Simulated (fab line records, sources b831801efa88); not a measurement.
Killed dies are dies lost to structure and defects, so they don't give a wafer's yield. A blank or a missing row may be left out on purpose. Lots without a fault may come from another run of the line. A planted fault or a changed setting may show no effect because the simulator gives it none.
fab line records | flow sky130
record lots=24 wafers=72 last_day=50
route steps=708 shown CONTACT@432 VIA3@586 METAL4@635 VIA4@659 METAL5@661
lots that met no fault: from a run of the same line without faults
start_h: hours from the record's first day to the start of the lot's first wafer shown | wait_h: hours since the lot's step before | " the same as in the row above | L1.1+2: a row that stands for several wafers | - no value, or no start given | * or withheld: withheld | < > ~ a bound
route shown NAME@n: a module of which the file shows steps, and the number in the route of the first | usual: mean/standard deviation of fault-free wafers | same: alike in all rows | chamber/n: place in a boat | sites: the reading at each site | _std_site: their standard deviation | _edge_site: outer sites' mean less inner sites' | radius_mm: how far each site lies from the wafer's centre | mask NAME#n: copy n | behind: the tool/chamber that last shaped the wafer | hold: why the lot was held/for how many hours/how that ended | device: the transistor (n, p or np) that didn't switch | end of line: the same wafers' tests at the end of the route | a step without rows: its recipe alone | killed: dies lost to structure and defects at the first sort, not the wafer's yield | map: a wafer's dies, x killed, . not, _ none there
set.NAME: the setting as run; set.NAME@STEP: as run at that earlier step | model.NAME: the simulator's own value behind a step, which no gauge read
steps of the route over a sample of lots; a table a step, a row a wafer
services: from which hour (start_h, from the record's first day; less than 0 if before it) a tool's chamber was out of use, for how many hours, and why
## steps
# step SKY_CONTACT_THK_MEAS_26
# recipe thk_meas_gauge=xrf reads=W_of_CONTACT_CVD_24
# usual CONTACT_W_THK=345/4.4
# columns lot.wafer tool chamber start_h wait_h CONTACT_W_THK[nm]
L074.1 film_metro-04 - 723.31 0.1 342
L074.2 " - " " 347
L074.5 " - " " 347
L075.2 film_metro-03 - 735.01 0.1 353
L075.3 " - " " 350
L075.5 " - " " 352
L076.2 film_metro-03 - 748.68 0.1 348
L076.4 " - " " 347
L076.6 " - " " 351
L077.1 film_metro-04 - 755.60 0.1 339
L077.2 " - " " 347
L077.3 " - " " 344
L079.2 film_metro-04 - 759.86 0.1 340
L079.4 " - " " 338
L079.5 " - " " 340
L078.2 film_metro-04 - 765.32 0.1 343
L078.4 " - " " 342
L078.6 " - " " 344
L080.2 film_metro-02 - 778.98 0.1 347
L080.3 " - " " 351
L080.4 " - " " 346
L081.1 film_metro-02 - 789.93 0.1 347
L081.3 " - " " 346
L081.4 " - " " 342
L082.1 film_metro-02 - 791.50 0.1 347
L082.2 " - " " 347
L082.5 " - " " 346
L083.1 film_metro-04 - 796.53 0.1 351
L083.2 " - " " 349
L083.4 " - " " 350
L084.1 film_metro-02 - 812.56 0.1 343
L084.3 " - " " 345
L084.5 " - " " 341
L085.1 film_metro-04 - 819.55 0.1 350
L085.4 " - " " 340
L085.5 " - " " 346
L086.2 film_metro-04 - 826.17 0.1 345
L086.5 " - " " 350
L086.6 " - " " 344
L087.3 film_metro-04 - 827.31 0.1 343
L087.5 " - " " 346
L087.6 " - " " 339
L088.1 film_metro-02 - 842.58 0.1 346
L088.4 " - " " 337
L088.6 " - " " 337
L089.2 film_metro-03 - 844.44 0.1 349
L089.4 " - " " 345
L089.6 " - " " 350
L090.1 film_metro-04 - 862.56 0.1 344
L090.2 " - " " 339
L090.6 " - " " 344
L091.1 film_metro-03 - 866.44 0.1 342
L091.2 " - " " 345
L091.3 " - " " 347
L092.1 film_metro-04 - 866.95 0.1 351
L092.3 " - " " 349
L092.4 " - " " 343
L093.2 film_metro-02 - 874.67 0.1 339
L093.3 " - " " 339
L093.4 " - " " 344
L094.2 film_metro-02 - 885.52 0.1 337
L094.3 " - " " 335
L094.5 " - " " 345
L096.1 film_metro-03 - 893.65 0.1 347
L096.3 " - " " 348
L096.5 " - " " 353
L095.1 film_metro-03 - 899.03 0.1 353
L095.2 " - " " 349
L095.4 " - " " 349
L097.1 film_metro-03 - 908.38 0.1 341
L097.4 " - " " 343
L097.6 " - " " 348
# step SKY_VIA3_OVL_MEAS_13
# usual VIA3_OVL=4/4.7
# columns lot.wafer tool chamber start_h wait_h VIA3_OVL[nm]
L074.1 overlay-01 - 915.79 0.1 10
L074.2 " - " " 11
L074.5 " - " " 8
L075.2 overlay-01 - 927.99 0.1 -1
L075.3 " - " " -2
L075.5 " - " " -1
L076.2 overlay-02 - 938.96 0.1 6
L076.4 " - " " 9
L076.6 " - " " 6
L077.1 overlay-02 - 943.00 0.1 0
L077.2 " - " " 3
L077.3 " - " " 0
L079.2 overlay-02 - 955.96 0.1 3
L079.4 " - " " 3
L079.5 " - " " 3
L078.2 overlay-01 - 956.03 0.1 14
L078.4 " - " " 13
L078.6 " - " " 12
L080.2 overlay-01 - 964.16 0.1 9
L080.3 " - " " -3
L080.4 " - " " 5
L081.1 overlay-01 - 976.25 0.1 2
L081.3 " - " " 2
L081.4 " - " " -5
L082.1 overlay-01 - 977.84 0.1 1
L082.2 " - " " 2
L082.5 " - " " -2
L083.1 overlay-01 - 983.20 0.1 0
L083.2 " - " " 2
L083.4 " - " " 6
L084.1 overlay-02 - 997.84 0.1 7
L084.3 " - " " 5
L084.5 " - " " -3
L085.1 overlay-01 - 1003.55 0.1 -7
L085.4 " - " " -3
L085.5 " - " " -2
L086.2 overlay-01 - 1008.84 0.1 4
L086.5 " - " " 4
L086.6 " - " " 7
L087.3 overlay-02 - 1011.40 0.1 -1
L087.5 " - " " -1
L087.6 " - " " 2
L088.1 overlay-02 - 1023.55 0.1 2
L088.4 " - " " 5
L088.6 " - " " -1
L089.2 overlay-01 - 1023.91 0.1 4
L089.4 " - " " 1
L089.6 " - " " 7
L090.1 overlay-02 - 1039.39 0.1 -2
L090.2 " - " " 7
L090.6 " - " " 0
L091.1 overlay-01 - 1041.99 0.1 -3
L091.2 " - " " -4
L091.3 " - " " -2
L092.1 overlay-02 - 1044.19 0.1 13
L092.3 " - " " 6
L092.4 " - " " 1
L093.2 overlay-01 - 1049.91 0.1 6
L093.3 " - " " 6
L093.4 " - " " 10
L094.2 overlay-02 - 1060.51 0.1 0
L094.3 " - " " 3
L094.5 " - " " 2
L096.1 overlay-01 - 1067.16 0.1 9
L096.3 " - " " 4
L096.5 " - " " 11
L095.1 overlay-02 - 1073.76 0.1 11
L095.2 " - " " 8
L095.4 " - " " 9
L097.1 overlay-01 - 1080.45 0.1 0
L097.4 " - " " 3
L097.6 " - " " 10
# step SKY_METAL4_STRIP_19
# recipe chemistry=O2/N2 power_w=1400 pressure_mtorr=1500 platen_temp_c=withheld o2_flow_sccm=3000 n2_flow_sccm=300 overash_fraction=0.5
# usual drypump_motor_current_A=5.6/0.31 oes_product_au=0.503/0.005 strip_time_to_endpoint_s=6.55/0.063
# columns lot.wafer tool chamber start_h wait_h drypump_motor_current_A oes_product_au rf_hours_counter_h strip_time_to_endpoint_s
L074.1 plasma_asher-03 0 966.97 0.1 5.5 0.502 51 6.48
L074.2 " 1 " " 5.9 0.493 51 6.44
L074.5 " 0 " " 5.5 0.497 - 6.50
L075.2 plasma_asher-01 0 978.82 0.1 5.9 0.498 22 6.51
L075.3 " 1 " " 5.5 0.496 - 6.57
L075.5 " 0 " " 6.0 0.503 - 6.47
L076.2 plasma_asher-03 1 989.30 0.1 5.9 0.504 53 6.60
L076.4 " 0 " " 5.5 0.511 - 6.59
L076.6 " 1 " " 5.9 0.501 - 6.61
L077.1 plasma_asher-01 1 992.52 0.1 5.5 0.509 24 6.52
L077.2 " 0 " " 5.9 0.502 24 6.65
L077.3 " 1 " " 5.5 0.498 - 6.61
L079.2 plasma_asher-03 0 1005.01 0.1 5.5 0.516 54 6.66
L079.4 " 0 " " 5.5 0.511 - 6.51
L079.5 " 1 " " 5.9 0.508 - 6.60
L078.2 plasma_asher-01 1 1006.17 0.1 5.5 0.508 25 6.53
L078.4 " 0 " " 6.0 0.505 - 6.58
L078.6 " 0 " " 6.0 0.506 - 6.53
L080.2 plasma_asher-01 1 1014.61 0.1 5.5 0.508 26 6.53
L080.3 " 1 " " 5.5 0.494 - 6.49
L080.4 " 0 " " 5.9 0.501 - 6.51
L081.1 plasma_asher-03 0 1024.97 0.1 5.5 0.504 57 6.65
L081.3 " 0 " " 5.5 0.511 - 6.60
L081.4 " 1 " " 5.9 0.504 - 6.67
L082.1 plasma_asher-03 1 1028.12 0.1 5.9 0.503 57 6.51
L082.2 " 0 " " 5.5 0.506 57 6.57
L082.5 " 1 " " 5.9 0.497 - 6.56
L083.1 plasma_asher-04 0 1033.00 0.1 5.4 0.506 124 6.43
L083.2 " 1 " " 4.9 0.510 124 6.49
L083.4 " 0 " " 5.4 0.502 - 6.51
L084.1 plasma_asher-01 1 1046.15 0.1 5.5 0.507 28 6.60
L084.3 " 1 " " 5.4 0.502 - 6.60
L084.5 " 1 " " 5.5 0.505 - 6.69
L085.1 plasma_asher-01 1 1052.00 0.1 5.5 0.502 28 6.52
L085.4 " 1 " " 5.5 0.504 - 6.51
L085.5 " 1 " " 5.4 0.504 - 6.57
L086.2 plasma_asher-03 1 1057.10 0.1 5.9 0.499 60 6.57
L086.5 " 0 " " 5.5 0.505 - 6.58
L086.6 " 1 " " 5.9 0.509 - 6.60
L087.3 plasma_asher-03 1 1059.20 0.1 5.9 0.512 - 6.62
L087.5 " 1 " " 5.9 0.500 - 6.48
L087.6 " 0 " " 5.5 0.501 - 6.64
L088.1 plasma_asher-01 1 1069.55 0.2 5.5 0.509 30 6.57
L088.4 " 1 " " 5.5 0.503 - 6.58
L088.6 " 1 " " 5.5 0.501 - 6.57
L089.2 plasma_asher-03 1 1070.21 0.2 5.9 0.499 62 6.54
L089.4 " 1 " " 5.9 0.506 - 6.52
L089.6 " 1 " " 5.9 0.495 - 6.43
L090.1 plasma_asher-03 0 1085.23 0.2 5.5 0.496 64 6.53
L090.2 " 1 " " 5.9 0.499 64 6.59
L090.6 " 0 " " 5.5 0.502 - 6.58
L091.1 plasma_asher-04 1 1087.37 0.1 4.8 0.505 2 6.46
L091.2 " 0 " " 5.4 0.494 2 6.45
L091.3 " 1 " " 4.9 0.503 - 6.53
L092.1 plasma_asher-01 0 1089.30 0.1 5.9 0.503 32 6.64
L092.3 " 1 " " 5.4 0.502 - 6.55
L092.4 " 0 " " 5.9 0.505 - 6.64
L093.2 plasma_asher-01 1 1093.92 0.1 5.5 0.500 33 6.52
L093.3 " 0 " " 5.9 0.508 - 6.53
L093.4 " 1 " " 5.5 0.508 - 6.49
L094.2 plasma_asher-01 1 1104.27 0.1 5.4 0.498 34 6.59
L094.3 " 1 " " 5.5 0.502 - 6.51
L094.5 " 1 " " 5.5 0.503 - 6.58
L096.1 plasma_asher-04 0 1110.95 0.1 5.5 0.503 4 6.53
L096.3 " 0 " " 5.4 0.495 - 6.53
L096.5 " 1 " " 4.9 0.507 - 6.61
L095.1 plasma_asher-04 1 1117.20 0.1 4.9 0.503 5 6.47
L095.2 " 0 " " 5.4 0.501 5 6.50
L095.4 " 1 " " 4.8 0.501 - 6.45
L097.1 plasma_asher-03 1 1123.18 0.1 5.9 0.505 67 6.60
L097.4 " 0 " " 5.5 0.505 - 6.58
L097.6 " 0 " " 5.5 0.505 - 6.58
# step SKY_VIA4_THK_MEAS_20
# recipe thk_meas_gauge=xrf reads=W_of_VIA4_CVD_18
# usual VIA4_W_THK=514/7.5
# columns lot.wafer tool chamber start_h wait_h VIA4_W_THK[nm]
L074.1 film_metro-03 - 992.45 0.1 506
L074.2 " - " " 503
L074.5 " - " " 506
L075.2 film_metro-04 - 1004.77 0.1 526
L075.3 " - " " 516
L075.5 " - " " 512
L076.2 film_metro-04 - 1015.10 0.1 527
L076.4 " - " " 520
L076.6 " - " " 512
L077.1 film_metro-04 - 1017.70 0.1 508
L077.2 " - " " 512
L077.3 " - " " 505
L079.2 film_metro-04 - 1030.38 0.1 503
L079.4 " - " " 510
L079.5 " - " " 509
L078.2 film_metro-03 - 1031.05 0.1 505
L078.4 " - " " 504
L078.6 " - " " 508
L080.2 film_metro-02 - 1039.92 0.1 517
L080.3 " - " " 515
L080.4 " - " " 512
L081.1 film_metro-04 - 1050.15 0.1 520
L081.3 " - " " 516
L081.4 " - " " 519
L082.1 film_metro-02 - 1052.73 0.1 522
L082.2 " - " " 520
L082.5 " - " " 522
L083.1 film_metro-04 - 1057.95 0.1 521
L083.2 " - " " 517
L083.4 " - " " 514
L084.1 film_metro-04 - 1069.18 0.1 510
L084.3 " - " " 510
L084.5 " - " " 518
L085.1 film_metro-03 - 1075.84 0.1 497
L085.4 " - " " 500
L085.5 " - " " 501
L086.2 film_metro-04 - 1079.51 0.1 517
L086.5 " - " " 518
L086.6 " - " " 514
L087.3 film_metro-02 - 1081.89 0.1 518
L087.5 " - " " 522
L087.6 " - " " 512
L088.1 film_metro-02 - 1092.08 0.1 536
L088.4 " - " " 521
L088.6 " - " " 517
L089.2 film_metro-04 - 1092.39 0.1 516
L089.4 " - " " 511
L089.6 " - " " 507
L090.1 film_metro-04 - 1107.01 0.1 507
L090.2 " - " " 507
L090.6 " - " " 509
L091.1 film_metro-04 - 1109.57 0.1 513
L091.2 " - " " 518
L091.3 " - " " 513
L092.1 film_metro-04 - 1111.20 0.1 517
L092.3 " - " " 518
L092.4 " - " " 515
L093.2 film_metro-04 - 1115.17 0.1 513
L093.3 " - " " 510
L093.4 " - " " 509
L094.2 film_metro-04 - 1126.22 0.1 509
L094.3 " - " " 509
L094.5 " - " " 512
L096.1 film_metro-04 - 1132.37 0.1 509
L096.3 " - " " 514
L096.5 " - " " 515
L095.1 film_metro-03 - 1138.29 0.1 505
L095.2 " - " " 524
L095.4 " - " " 515
L097.1 film_metro-03 - 1144.14 0.1 504
L097.4 " - " " 509
L097.6 " - " " 504
# step SKY_METAL5_SPUTTER_00
# recipe material=Ti target_thk_nm=15 power_w=3000 time_s=10 chamber_pressure_pa=0.4
# usual throttle_valve_pct=29.9/0.92
# columns lot.wafer tool chamber start_h wait_h throttle_valve_pct
L074.1 pvd_sputter-01 - 992.81 0.1 29.9
L074.2 " - " " 29.0
L074.5 " - " " 29.0
L075.2 pvd_sputter-01 - 1005.12 0.2 28.8
L075.3 " - " " 30.4
L075.5 " - " " 29.0
L076.2 pvd_sputter-04 - 1015.45 0.1 29.4
L076.4 " - " " 30.5
L076.6 " - " " 30.8
L077.1 pvd_sputter-04 - 1018.06 0.1 29.6
L077.2 " - " " 31.0
L077.3 " - " " 30.2
L079.2 pvd_sputter-04 - 1030.73 0.2 30.7
L079.4 " - " " 31.1
L079.5 " - " " 30.6
L078.2 pvd_sputter-02 - 1031.40 0.2 28.2
L078.4 " - " " 31.5
L078.6 " - " " 29.1
L080.2 pvd_sputter-04 - 1040.27 0.2 30.4
L080.3 " - " " 30.9
L080.4 " - " " 29.5
L081.1 pvd_sputter-02 - 1050.54 0.1 28.1
L081.3 " - " " 31.9
L081.4 " - " " 29.2
L082.1 pvd_sputter-04 - 1053.09 0.2 30.8
L082.2 " - " " 29.3
L082.5 " - " " 30.7
L083.1 pvd_sputter-04 - 1058.31 0.2 30.6
L083.2 " - " " 29.4
L083.4 " - " " 30.6
L084.1 pvd_sputter-01 - 1069.54 0.1 28.9
L084.3 " - " " 30.6
L084.5 " - " " 30.8
L085.1 pvd_sputter-04 - 1076.20 0.1 30.8
L085.4 " - " " 29.8
L085.5 " - " " 30.2
L086.2 pvd_sputter-01 - 1079.86 0.2 30.0
L086.5 " - " " 31.3
L086.6 " - " " 28.8
L087.3 pvd_sputter-02 - 1082.46 0.1 28.3
L087.5 " - " " 28.9
L087.6 " - " " 31.5
L088.1 pvd_sputter-02 - 1092.44 0.2 28.9
L088.4 " - " " 29.3
L088.6 " - " " 28.5
L089.2 pvd_sputter-04 - 1092.74 0.2 29.3
L089.4 " - " " 30.5
L089.6 " - " " 29.6
L090.1 pvd_sputter-04 - 1107.62 0.1 29.5
L090.2 " - " " 29.7
L090.6 " - " " 29.3
L091.1 pvd_sputter-02 - 1109.93 0.1 29.0
L091.2 " - " " 31.6
L091.3 " - " " 28.1
L092.1 pvd_sputter-01 - 1111.56 0.1 29.2
L092.3 " - " " 31.3
L092.4 " - " " 30.0
L093.2 pvd_sputter-02 - 1115.52 0.2 29.3
L093.3 " - " " 31.5
L093.4 " - " " 28.1
L094.2 pvd_sputter-04 - 1126.80 0.1 30.8
L094.3 " - " " 29.6
L094.5 " - " " 30.3
L096.1 pvd_sputter-01 - 1132.73 0.1 30.6
L096.3 " - " " 28.6
L096.5 " - " " 29.2
L095.1 pvd_sputter-01 - 1138.65 0.1 28.9
L095.2 " - " " 30.3
L095.4 " - " " 30.1
L097.1 pvd_sputter-01 - 1144.50 0.1 30.1
L097.4 " - " " 30.2
L097.6 " - " " 30.1
# step SKY_METAL5_METAL_ETCH_15
# recipe target_depth_a=12600 stop_on=SiO2 over_etch_frac=0.2 time_s=252 chemistry=Cl2/BCl3 resist_sidewall_deg=86 pressure_mtorr=10 icp_w=900 bias_w=48.5 Cl2_flow_sccm=60 bcl3_flow_sccm=30
# usual bcl3_flow_sccm=30.00/0.089 drypump_motor_current_A=5.7/0.6 oes_product_au=0.894/0.0051 throttle_valve_pct=22.264/0.0099
# columns lot.wafer tool chamber start_h wait_h bcl3_flow_sccm drypump_motor_current_A oes_product_au rf_hours_counter_h throttle_valve_pct
L074.1 rie_metal-03 1 1016.13 0.0 29.89 6.7 0.894 13 22.262
L074.2 " 0 " " 30.03 5.4 0.907 6 22.264
L074.5 " 1 " " 29.82 6.7 0.890 - 22.282
L075.2 rie_metal-01 0 1028.38 0.0 29.97 6.1 0.891 19 22.265
L075.3 " 1 " " 30.05 5.9 0.899 - 22.262
L075.5 " 1 " " 30.10 5.9 0.893 - 22.267
L076.2 rie_metal-03 0 1038.42 0.0 30.02 5.4 0.899 7 22.264
L076.4 " 1 " " 30.04 6.7 0.899 - 22.277
L076.6 " 1 " " 29.98 6.6 0.894 - 22.264
L077.1 rie_metal-02 0 1040.75 0.0 30.02 5.2 0.895 18 22.253
L077.2 " 1 " " 29.99 4.8 0.890 7 22.254
L077.3 " 0 " " 29.91 5.2 0.894 - 22.269
L079.2 rie_metal-03 0 1053.47 0.0 29.98 5.4 0.887 8 22.256
L079.4 " 0 " " 29.96 5.4 0.906 - 22.267
L079.5 " 0 " " 30.03 5.4 0.897 - 22.274
L078.2 rie_metal-01 0 1055.15 0.0 29.90 6.1 0.894 21 22.273
L078.4 " 1 " " 30.07 5.9 0.893 - 22.248
L078.6 " 1 " " 30.09 6.0 0.891 - 22.264
L080.2 rie_metal-01 1 1062.19 0.0 29.98 6.0 0.890 12 22.259
L080.3 " 1 " " 30.12 6.0 0.898 - 22.263
L080.4 " 0 " " 30.06 6.1 0.886 - 22.251
L081.1 rie_metal-03 1 1071.70 0.0 30.14 6.7 0.890 16 22.249
L081.3 " 1 " " 30.07 6.7 0.892 - 22.260
L081.4 " 0 " " 29.96 5.4 0.890 - 22.264
L082.1 rie_metal-01 0 1074.97 0.0 30.02 6.1 0.890 23 22.285
L082.2 " 1 " " 30.22 6.0 0.889 13 22.242
L082.5 " 0 " " 29.98 6.0 0.898 - 22.265
L083.1 rie_metal-02 0 1078.92 0.0 30.04 5.2 0.899 20 22.269
L083.2 " 1 " " 30.03 4.8 0.887 9 22.261
L083.4 " 1 " " 30.02 4.8 0.891 - 22.253
L084.1 rie_metal-01 0 1090.43 0.0 30.05 6.1 0.890 24 22.254
L084.3 " 0 " " 30.07 6.1 0.889 - 22.261
L084.5 " 1 " " 29.89 6.0 0.889 - 22.266
L085.1 rie_metal-02 0 1096.98 0.0 29.94 5.2 0.899 21 22.276
L085.4 " 1 " " 30.07 4.8 0.895 - 22.280
L085.5 " 0 " " 29.98 5.2 0.893 - 22.256
L086.2 rie_metal-02 1 1101.13 0.0 30.04 4.8 0.888 11 22.246
L086.5 " 0 " " 30.14 5.2 0.895 - 22.277
L086.6 " 1 " " 30.11 4.8 0.885 - 22.257
L087.3 rie_metal-02 1 1102.98 0.1 30.14 4.8 0.889 - 22.248
L087.5 " 1 " " 29.96 4.8 0.892 - 22.271
L087.6 " 0 " " 29.95 5.2 0.896 - 22.256
L088.1 rie_metal-01 0 1112.75 0.0 30.13 6.1 0.889 26 22.256
L088.4 " 0 " " 30.11 6.1 0.893 - 22.258
L088.6 " 1 " " 29.80 5.9 0.889 - 22.260
L089.2 rie_metal-03 1 1113.05 0.0 30.04 6.7 0.893 19 22.275
L089.4 " 1 " " 30.01 6.7 0.892 - 22.278
L089.6 " 0 " " 29.94 5.4 0.899 - 22.258
L090.1 rie_metal-03 0 1126.78 0.0 30.09 5.4 0.892 13 22.274
L090.2 " 1 " " 29.91 6.7 0.897 20 22.253
L090.6 " 0 " " 29.94 5.4 0.897 - 22.266
L091.1 rie_metal-02 1 1128.93 0.0 29.92 4.8 0.890 13 22.268
L091.2 " 0 " " 30.04 5.2 0.889 24 22.263
L091.3 " 0 " " 30.22 5.2 0.902 - 22.258
L092.1 rie_metal-01 0 1131.03 0.0 29.94 6.1 0.888 28 22.268
L092.3 " 1 " " 29.95 5.9 0.887 - 22.275
L092.4 " 0 " " 30.00 6.0 0.893 - 22.289
L093.2 rie_metal-02 1 1134.42 0.0 29.97 4.8 0.895 14 22.262
L093.3 " 0 " " 30.13 5.2 0.888 - 22.267
L093.4 " 1 " " 30.13 4.8 0.888 - 22.263
L094.2 rie_metal-01 0 1144.90 0.0 29.97 6.1 0.895 29 22.284
L094.3 " 0 " " 30.00 6.0 0.895 - 22.263
L094.5 " 0 " " 30.01 6.0 0.890 - 22.260
L096.1 rie_metal-03 1 1151.47 0.0 29.96 6.7 0.893 21 22.255
L096.3 " 1 " " 29.92 6.6 0.895 - 22.263
L096.5 " 0 " " 29.99 5.4 0.896 - 22.268
L095.1 rie_metal-01 0 1156.00 0.0 29.96 6.1 0.893 30 22.263
L095.2 " 1 " " 30.06 5.9 0.889 19 22.270
L095.4 " 1 " " 30.03 5.9 0.899 - 22.273
L097.1 rie_metal-02 1 1162.27 0.0 30.07 4.8 0.884 16 22.265
L097.4 " 0 " " 30.11 5.2 0.891 - 22.272
L097.6 " 0 " " 30.11 5.2 0.898 - 22.264
## services
# columns tool chamber start_h hours kind
rie_metal-02 - 946.12 0.6 repair
rie_metal-03 - 957.48 1.4 pm
pvd_sputter-01 0 972.91 - consumable_replace:kit
pvd_sputter-01 0 972.91 18.0 scheduled_down
pvd_sputter-01 0 972.91 18.0 vent_cycle
plasma_asher-04 - 974.96 3.3 repair
rie_metal-02 - 976.11 0.2 repair
rie_metal-03 0 978.80 19.5 repair
plasma_asher-04 - 997.94 14.6 pm
pvd_sputter-04 3 1015.62 - consumable_replace:kit
pvd_sputter-04 3 1015.62 18.0 scheduled_down
pvd_sputter-04 3 1015.62 18.0 vent_cycle
plasma_asher-01 - 1023.27 15.6 pm
plasma_asher-04 - 1055.25 9.0 pm
rie_metal-03 - 1066.10 0.7 repair
pvd_sputter-04 - 1069.11 2.1 repair
plasma_asher-04 - 1073.59 0.8 repair
pvd_sputter-01 - 1090.52 9.2 repair
pvd_sputter-04 - 1103.02 2.7 repair
rie_metal-01 1 1114.29 13.1 repair
rie_metal-03 - 1143.17 6.0 repair
pvd_sputter-04 2 1153.32 - consumable_replace:kit
pvd_sputter-04 2 1153.32 18.0 scheduled_down
pvd_sputter-04 2 1153.32 18.0 vent_cycle
## key
fault none
